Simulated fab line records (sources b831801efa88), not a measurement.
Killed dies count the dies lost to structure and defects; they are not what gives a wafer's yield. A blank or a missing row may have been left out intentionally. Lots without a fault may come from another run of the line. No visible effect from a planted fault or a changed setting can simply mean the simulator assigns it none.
Struck lot and sound lot, side by side ; flow sky130 ; 29 out of 708 route steps
Sound: these wafers, L461.2, L461.3, L461.5. Struck: wafers L458.1, L458.2, L458.4. Last of all comes the cause.
At each step with rows: each side's tool, then ch and its chambers, then its first start. Under that, the readings that differ: sound wafers ; struck wafers ; difference of the means ; sigmas: that difference in standard deviations of wafers without a fault.
alike: a reading whose means differ by less than 2 such deviations, as well as words and numbers matching on both sides. not compared: withheld readings; readings where some wafer has no value; bounds like >300 that might hide an equal value; numbers whose values overlap and for which the record gives no deviation.
Wherever a step has rows on one side only, a row that says differs or no value, or a row with sigmas, the two part there. Numbers that don't overlap but have no deviation are shown without sigmas and don't part them. A reading that every wafer of one side lacks parts them only if that side has two wafers or more.

first, 3 steps without rows for these wafers: SKY_METAL2_EXPOSE_12 (exposes mask MM2, target cd 140 nm); SKY_METAL2_PEB_13; SKY_METAL2_DEVELOP_14 (develop time 60 s).
SKY_METAL2_CD_MEAS_15 targets a cd of 140 nm.
  struck on cd-sem-01, day 39 00:17; sound on cd-sem-01, day 39 16:58
  alike: cd-nm
SKY_METAL2_OVL_MEAS_16:
  struck on overlay-01, day 39 00:24; sound on overlay-02, day 39 17:04
  alike: METAL2_OVL
SKY_METAL2_DESCUM_17: chemistry O2, time 8 s.
  sound on rie-metal-04 ch 0,1, day 39 17:05; struck on rie-metal-03 ch 0,1, day 39 00:26
  alike: drypump-motor-current-A, oes-product-au
  not compared: rf-hours-counter-h
then, 1 step without rows for these wafers: SKY_METAL2_ETCH_18 (etches BARC in N2/H2, stops on SiO2, time 45.9 s, target depth 60 nm).
SKY_METAL2_METAL_ETCH_19: etches the open film in Cl2/BCl3, stops on SiO2, target depth 360 nm, time 78 s.
  sound on rie-metal-04 ch 0,1, day 39 17:11; struck on rie-metal-03 ch 0,1, day 39 00:32
  alike: bcl3-flow-sccm, drypump-motor-current-A, oes-product-au, throttle-valve-pct
  not compared: rf-hours-counter-h
then, 4 steps without rows for these wafers: SKY_METAL2_STRIP_20 (strips in O2/N2); SKY_METAL2_STRIP_21 (strips in post etch residue remover, time 1200 s); SKY_METAL2_CLEAN_22 (cleans in IPA, time 180 s); SKY_METAL2_CLEAN_23 (cleans in O3/DIW).
SKY_VIA2_HDPCVD_00: deposits SiO2, target thk 1180 nm, time 196.7 s.
  sound on hdpcvd-01 ch 1,2, day 39 17:53; struck on hdpcvd-01 ch 0,1,2, day 39 01:14
  no value came back on the struck wafers for pressure-mtorr (mTorr), run-length-s (s); on the sound wafers pressure-mtorr (mTorr) reads 6.034 6.010 5.999
SKY_VIA2_CMP_02: polishes SiO2.
  sound on cmp-01 ch 1,2,3, day 39 18:04; struck on cmp-01 ch 0,2,3, day 39 01:25
  alike: head-pressure-psi, motor-current-A, slurry-filter-dp-kPa
SKY_VIA2_BOW_MEAS_03:
  struck on film-metro-04, day 39 01:43; sound on film-metro-04, day 39 18:23
  alike: VIA2_BOW
then, 8 steps without rows for these wafers: SKY_VIA2_DEHYDRATE_04 (time 60 s); SKY_VIA2_HMDS_05 (prime time 60 s); SKY_VIA2_COAT_06 (resist thk 60 nm); SKY_VIA2_COAT_07 (resist thk 450 nm); SKY_VIA2_SOFTBAKE_08 (time 90 s); SKY_VIA2_EXPOSE_09 (exposes mask VIM2, target cd 200 nm); SKY_VIA2_PEB_10; SKY_VIA2_DEVELOP_11 (develop time 60 s).
SKY_VIA2_CD_MEAS_12 targets a cd of 200 nm.
  struck on cd-sem-01, day 40 02:28; sound on cd-sem-02, day 40 19:07
  alike: cd-nm
SKY_VIA2_OVL_MEAS_13:
  struck on overlay-02, day 40 02:35; sound on overlay-01, day 40 19:13
  alike: VIA2_OVL
SKY_VIA2_ETCH_14: etches BARC in N2/H2, stops on SiO2, time 45.9 s, target depth 60 nm.
  sound on rie-diel-01 ch 1,2, day 40 19:14; struck on rie-diel-01 ch 0,2,3, day 40 02:37
  alike: drypump-motor-current-A, oes-product-au, throttle-valve-pct
  not compared: rf-hours-counter-h
SKY_VIA2_ETCH_15: etches SiO2 in C4F8/O2/Ar, stops on TiN, target depth 546 nm, time 84 s.
  sound on rie-diel-01 ch 1,2, day 40 19:17; struck on rie-diel-01 ch 0,2,3, day 40 02:39
reading;sound;struck;difference;sigmas
oes-product-au (a.u.);0.946 0.939 0.936;0.376 0.378 0.375;-0.564;-99 or more
model.etch.depth-nm (nm);496.3 495.4 494;0 0 0;-495;
  not compared: rf-hours-counter-h
SKY_VIA2_STRIP_16: strips in O2/N2.
  sound on plasma-asher-03 ch 0,1, day 40 19:21; struck on plasma-asher-01 ch 0,1, day 40 02:43
  alike: drypump-motor-current-A, oes-product-au, strip-time-to-endpoint-s
  not compared: rf-hours-counter-h
-- the record jumps here: 9 days lie between the struck wafers' starts before and after (it left off in module VIA2 and takes up again in module PAD_OPEN, whose first step shown is number 708 of the route) --
SKY_PAD_OPEN_PROBE_99:
  struck on prober-01, day 48 18:28; sound on prober-02, day 49 10:29
reading;sound;struck;difference;sigmas
defect-limited-yield (%);83.3 84.3 82.5;0 0 0;-83;-44
killed_at_M0_to_M3;42 33 43;484 486 488;+447;+61
killed-at-contacts;22 21 19;2 3 1;-19;-3
killed-at-front-end;13 21 17;3 2 3;-14;-3
killed-dies;82 77 86;492 492 492;+410;+44
killed-on-rim;23 9 18;96 96 96;+79;+21
killed-open;41 49 38;3 9 5;-37;-5
killed-short;39 28 48;11 13 9;-27;-4
sort_bin_3_pad_short (%);1.0 0.8 0.6;23.2 25.6 23.6;+23.3;+60
sort_bin_5_function (%);10.4 8.7 11.0;73.6 70.9 74.4;+62.9;+45
sort_bin_6_memory (%);5.3 6.1 5.9;3.3 3.5 2.0;-2.8;-3
sort-n-pass;410 415 406;0 0 0;-410;-44
sort-yield-pct (%);83.3 84.3 82.5;0 0 0;-83;-44
  alike: killed_at_M4_up, killed-at-other

## WHERE THEY PART
Earliest at SKY_VIA2_HDPCVD_00; latest, in this record, at SKY_PAD_OPEN_PROBE_99.

WHY: what had been put in by the simulator
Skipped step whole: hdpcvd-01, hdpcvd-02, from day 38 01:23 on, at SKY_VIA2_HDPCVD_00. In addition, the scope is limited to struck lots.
